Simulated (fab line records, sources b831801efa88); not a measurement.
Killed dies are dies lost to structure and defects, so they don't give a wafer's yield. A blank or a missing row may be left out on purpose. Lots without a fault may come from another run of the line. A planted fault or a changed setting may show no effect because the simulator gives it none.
Which tool did it? | flow sky130 | 11 lots, 33 wafers sampled, at 5 steps of a route of 708

WHAT THE GAUGES READ, wafer by wafer
SKY_SONOS_TUNNEL_OVL_MEAS_08. Usual: SONOS_TUNNEL_OVL -0.7 nm, standard deviation 1.2.
lot  | measured     | on         | SONOS_TUNNEL_OVL (nm) | flag
L496 | day 11 12:28 | overlay-02 | -1.1 -0.4 -0.9        |
L499 | day 12 07:31 | overlay-02 | -1.4 -2.1 -2.2        |
L502 | day 13 05:43 | overlay-02 | -1.1 -0.6 -1.1        |
L503 | day 13 15:33 | overlay-01 | 1.0 0.5 0.6           |
L504 | day 13 23:30 | overlay-02 | -2.0 0.6 0.5          |
L513 | day 17 07:25 | overlay-01 | -1.3 -0.4 -0.1        |
L514 | day 17 16:13 | overlay-02 | -3.5 -2.4 -3.0        |
L515 | day 17 19:37 | overlay-01 | 0.1 -3.6 -1.3         |
L517 | day 18 06:19 | overlay-02 | -0.6 0.0 -0.9         |
L518 | day 18 16:43 | overlay-01 | -1.6 0.4 -0.8         |
L519 | day 18 21:13 | overlay-01 | 0.3 -1.1 -0.5         |

SKY_SONOS_ONO_THK_MEAS_01. Usual: SONOS_ONO_OXIDATION_THK 2.61 nm, standard deviation 0.055.
lot  | measured     | on            | SONOS_ONO_OXIDATION_THK (nm) | flag
L496 | day 11 15:40 | film_metro-04 | 2.59 2.54 2.65               |
L499 | day 12 09:55 | film_metro-03 | 2.50 2.56 2.56               |
L502 | day 13 07:37 | film_metro-04 | 2.57 2.60 2.52               |
L503 | day 13 18:17 | film_metro-03 | 1.88 1.90 1.88               | OFF
L504 | day 14 02:19 | film_metro-04 | 1.79 1.80 1.82               | OFF
L513 | day 17 11:14 | film_metro-04 | 2.62 2.61 2.62               |
L514 | day 18 02:34 | film_metro-03 | 2.62 2.56 2.56               |
L515 | day 18 02:33 | film_metro-01 | 2.68 2.60 2.60               |
L517 | day 18 16:16 | film_metro-01 | 2.72 2.67 2.70               |
L518 | day 19 00:28 | film_metro-01 | 2.71 2.59 2.57               |
L519 | day 19 00:28 | film_metro-04 | 2.69 2.67 2.65               |

SKY_SONOS_ONO_CD_MEAS_13: target cd 410 nm. Usual: cd_nm 410.1 nm, standard deviation 2.6.
lot  | measured     | on        | cd_nm (nm)        | flag
L496 | day 12 19:41 | cd_sem-02 | 415.2 416.1 414.1 |
L499 | day 13 14:05 | cd_sem-02 | 409.1 407.2 407.4 |
L502 | day 14 12:20 | cd_sem-02 | 413.0 411.9 412.7 |
L503 | day 15 01:34 | cd_sem-01 | 408.2 406.8 407.2 |
L504 | day 15 12:29 | cd_sem-01 | 413.8 414.7 413.5 |
L513 | day 18 18:05 | cd_sem-02 | 409.8 405.9 408.5 |
L514 | day 19 11:34 | cd_sem-02 | 409.8 410.9 411.4 |
L515 | day 19 11:58 | cd_sem-02 | 409.0 409.5 408.7 |
L517 | day 19 23:34 | cd_sem-02 | 410.4 409.1 409.1 |
L518 | day 20 08:51 | cd_sem-02 | 409.5 412.8 410.3 |
L519 | day 20 08:53 | cd_sem-01 | 413.6 414.1 413.9 |

WHICH TOOL RAN EACH LOT (tool, then ch and the chambers of the sampled wafers, then the start)
lot  | SKY_VT_ADJUST_PCH_STRIP_09           | SKY_SONOS_ONO_OXIDATION_00
L496 | plasma_asher-02 ch 1, day 10 12:44   | furnace-02 ch 0, day 11 14:19
L499 | plasma_asher-02 ch 0,1, day 11 08:17 | furnace-02 ch 0, day 12 08:33
L502 | plasma_asher-02 ch 0,1, day 12 04:40 | furnace-01 ch 0, day 13 06:16
L503 | plasma_asher-01 ch 0,1, day 12 14:05 | furnace-01 ch 0, day 13 16:56
L504 | plasma_asher-01 ch 0,1, day 12 21:49 | furnace-01 ch 0, day 14 00:58
L513 | plasma_asher-04 ch 0,1, day 16 03:38 | furnace-02 ch 0, day 17 09:54
L514 | plasma_asher-02 ch 0,1, day 16 12:19 | furnace-02 ch 0, day 18 01:12
L515 | plasma_asher-02 ch 0,1, day 16 15:32 | furnace-02 ch 0, day 18 01:12
L517 | plasma_asher-01 ch 0,1, day 17 02:30 | furnace-01 ch 0, day 18 14:55
L518 | plasma_asher-02 ch 0,1, day 17 12:07 | furnace-01 ch 0, day 18 23:07
L519 | plasma_asher-04 ch 0, day 17 16:20   | furnace-01 ch 0, day 18 23:07
- SKY_VT_ADJUST_PCH_STRIP_09: strips in O2/N2.
- SKY_SONOS_ONO_OXIDATION_00: stabilise 600 s, purge 300 s, target thk 2.6 nm.

WHAT THE TOOLS THEMSELVES READ (means of the sampled wafers that have a number; where no wafer has one, the mark that the record gives instead)
SKY_VT_ADJUST_PCH_STRIP_09. Usual: drypump_motor_current_A 5.7 A, standard deviation 0.55; oes_product_au 0.722 a.u., standard deviation 0.0049; strip_time_to_endpoint_s 36.94 s, standard deviation 0.096.
lot  | tool            | drypump_motor_current_A (A) | oes_product_au (a.u.) | strip_time_to_endpoint_s (s) | flag
L496 | plasma_asher-02 | 5.4                         | 0.719                 | 36.98                        |
L499 | plasma_asher-02 | 5.8                         | 0.725                 | 36.97                        |
L502 | plasma_asher-02 | 6.0                         | 0.721                 | 36.90                        |
L503 | plasma_asher-01 | 5.9                         | 0.720                 | 37.07                        |
L504 | plasma_asher-01 | 5.5                         | 0.722                 | 36.93                        |
L513 | plasma_asher-04 | 5.6                         | 0.723                 | 36.79                        |
L514 | plasma_asher-02 | 6.0                         | 0.719                 | 36.96                        |
L515 | plasma_asher-02 | 5.8                         | 0.725                 | 36.86                        |
L517 | plasma_asher-01 | 5.5                         | 0.726                 | 37.02                        |
L518 | plasma_asher-02 | 6.0                         | 0.723                 | 36.94                        |
L519 | plasma_asher-04 | 5.9                         | 0.722                 | 36.92                        |

SKY_SONOS_ONO_OXIDATION_00. Usual: spike_tc_bottom_C 812.7 C, standard deviation 2.9; spike_tc_centre_C 800.6 C, standard deviation 1.6; spike_tc_lower_C 801.3 C, standard deviation 1.1; spike_tc_top_C 812.2 C, standard deviation 2.7; spike_tc_upper_C 800.0 C, standard deviation 0.94; tube_center_temp_C 800 C, standard deviation 0.07; tube_center_temp_C_max 802.1, standard deviation 0.35; zone_power_bottom_pct 20.8 %, standard deviation 0.99.
lot  | tool       | spike_tc_bottom_C (C) | spike_tc_centre_C (C) | spike_tc_lower_C (C) | spike_tc_top_C (C) | spike_tc_upper_C (C) | tube_center_temp_C (C) | tube_center_temp_C_max | zone_power_bottom_pct (%) | flag
L496 | furnace-02 | 815.8                 | 801.4                 | 802.1                | 809.4              | 799.7                | 800                    | 802.1                  | 21.6                      |
L499 | furnace-02 | 814.5                 | 800.8                 | 801.5                | 809.7              | 799.6                | 800                    | 802.2                  | 21.7                      |
L502 | furnace-01 | 808.5                 | 798.5                 | 800.7                | 815.2              | 800.1                | 800                    | 802.1                  | 19.6                      |
L503 | furnace-01 | 786.3                 | 775.5                 | 778.0                | 793.2              | 776.1                | 777                    | 779.1                  | 18.5                      | OFF
L504 | furnace-01 | 785.8                 | 776.0                 | 777.4                | 792.8              | 776.4                | 777                    | 779.2                  | 18.5                      | OFF
L513 | furnace-02 | 814.8                 | 801.4                 | 802.7                | 810.3              | 799.7                | 800                    | 801.8                  | 21.7                      |
L514 | furnace-02 | 814.3                 | 800.9                 | 801.9                | 810.6              | 800.3                | 800                    | 802.0                  | 21.2                      |
L515 | furnace-02 | 814.3                 | 802.6                 | 801.9                | 810.4              | 801.2                | 800                    | 802.1                  | 21.5                      |
L517 | furnace-01 | 808.9                 | 798.6                 | 800.6                | 815.9              | 799.3                | 800                    | 801.9                  | 19.6                      |
L518 | furnace-01 | 809.1                 | 799.2                 | 801.1                | 815.3              | 799.8                | 800                    | 801.9                  | 19.5                      |
L519 | furnace-01 | 808.8                 | 799.2                 | 799.9                | 814.9              | 799.7                | 800                    | 802.0                  | 19.5                      |

THE ANSWER, worked out from the rows above alone
Rule: a lot is off if the mean of its wafers that have a number lies more than 3 standard deviations from the usual mean. A lot without any number at a reading at which 4 lots or more have one is off too. The other lots that the step has rows for count as sound. The gauges are gone through in route order, then the tools' own readings, and for those a lot's mean is taken as printed above. The first step at which some lot is off is used, and at that step the reading that is off furthest; a lot without a number counts as furthest.
Off: L503, L504, at SKY_SONOS_ONO_THK_MEAS_01 (SONOS_ONO_OXIDATION_THK).
A tool fits if, at a process step before that reading, it ran every lot that is off, and no sound lot after the first of them. The gauges at SKY_SONOS_ONO_THK_MEAS_01 aren't tried: what is off there is off at SKY_SONOS_ONO_OXIDATION_00 too, on other tools, and a gauge's error can't cause that. None of those tried fits.

WHAT THE SIMULATOR HAD PUT IN
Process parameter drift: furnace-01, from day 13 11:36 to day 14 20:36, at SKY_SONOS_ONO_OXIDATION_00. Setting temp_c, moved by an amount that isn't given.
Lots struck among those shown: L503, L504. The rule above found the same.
